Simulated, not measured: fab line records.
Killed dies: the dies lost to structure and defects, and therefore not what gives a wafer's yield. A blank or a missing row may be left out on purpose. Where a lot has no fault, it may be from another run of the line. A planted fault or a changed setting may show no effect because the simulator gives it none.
Problem report, 8D (eight disciplines) form, completed by code ; flow gf180mcu ; the parts of the form that need people (team, actions taken, sign-off) are left out

## 1. WHAT WENT WRONG
V4_CVD_02_THK at GF_V4_THK_MEAS_03 reads a mean of 1232 nm on 6 wafers of 2 lots; wafers without a fault read 853 nm with a standard deviation of 11. That puts it +34 standard deviations away from the usual mean.
First seen on wafer L322.3, day 28 04:03, on film metro-04. At this step, 33 wafers from 11 lots have a number in the record. By rule, "out" or "out of limits" means more than 4 standard deviations away from the usual mean. Any other wafer with a number is counted as sound.

## 2. WHAT IT IS AND WHAT IT IS NOT
question;is;is not
which readings at this step;V4_CVD_02_THK;-
which lots;L322, L324;L309, L312, L313, L314, L320, L325, L326, L329, L331
which wafers of those lots;all that have a number;-
read on which gauges;film metro-01, film metro-04;film metro-03
when;from day 28 04:03;"up to then (15 sound wafers); but 12 sound wafers of L325, L326, L329, L331 came after"

## 3. THE SUSPECTS, EACH WITH WHAT RULES IT OUT
Counting: any tool at a process step up to the reading is kept as a suspect provided that every lot that is out went through it and no sound lot did after the first of them.
- the gauge at GF_V4_THK_MEAS_03 has been ruled out. 2 gauges (film metro-01, film metro-04) read the wafers that are out.
- cmp-01 at GF_V2_CMP_26 (polishes, stops on SiO2, t overpolish 15 s, target thk 0 nm): ruled out as a lasting fault. The sound lots L325, L331 went through it after L322, its earliest lot that is out (day 25 11:33).
- pvd sputter-02 at GF_V3_SPUTTER_21 (material Ti, target thk 15 nm, time 80.02 s): ruled out as a lasting fault. The sound lots L331 went through it after L322, its earliest lot that is out (day 27 06:04).
- pecvd-01 at GF_V4_CVD_02 (deposits SiO2 from TEOS, target thk 850 nm, time 94.851 s): kept. It processed each lot that is out, first L322 at day 28 03:58, and no sound lot thereafter; up to then, the last sound lot it processed was L320 at day 27 15:06.
Remaining after the count: pecvd-01 at GF_V4_CVD_02.

## 4. THE CAUSE (what the simulator had put in)
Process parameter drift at GF_V4_CVD_02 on pecvd-01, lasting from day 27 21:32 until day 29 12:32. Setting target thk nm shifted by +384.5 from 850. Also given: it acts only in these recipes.
This tool alone remained once counting was done.

## 5. SEQUENCE OF EFFECTS, ordered by route
Each row: a reading where the mean over the struck wafers with a number is more than 3 standard deviations away from the usual. Only readings whose record carries a usual standard deviation are examined. hours: median over the lots of the time between each lot's start at the first step of this table that gives one and its start at this step. sigmas: the change, counted in usual standard deviations.
hours;step;reading;usual;on struck wafers;change;sigmas
0;GF_V4_THK_MEAS_03;V4_CVD_02_THK;853 nm;1232;+379;+34
0;GF_V4_CMP_04;time to endpoint s;84 s;230;+146;+25
Its process steps:
- GF_V4_CMP_04: polishes SiO2.

## 6. HOW IT WOULD HAVE BEEN CAUGHT EARLIER
The first out-of-limits reading at a measuring or inspecting step in this record came at day 28 04:03, 7 hours after the fault's start at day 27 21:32.
Of the tool readings at GF_V4_CVD_02 for which the record gives a usual standard deviation, none was out on any struck wafer, so an alarm limit of 4 standard deviations on them would not have fired.
Among the 2 lots that are out, L324 began GF_V4_CVD_02 on pecvd-01 after day 28 04:03. Had the tool been put on hold then, it would have been spared.
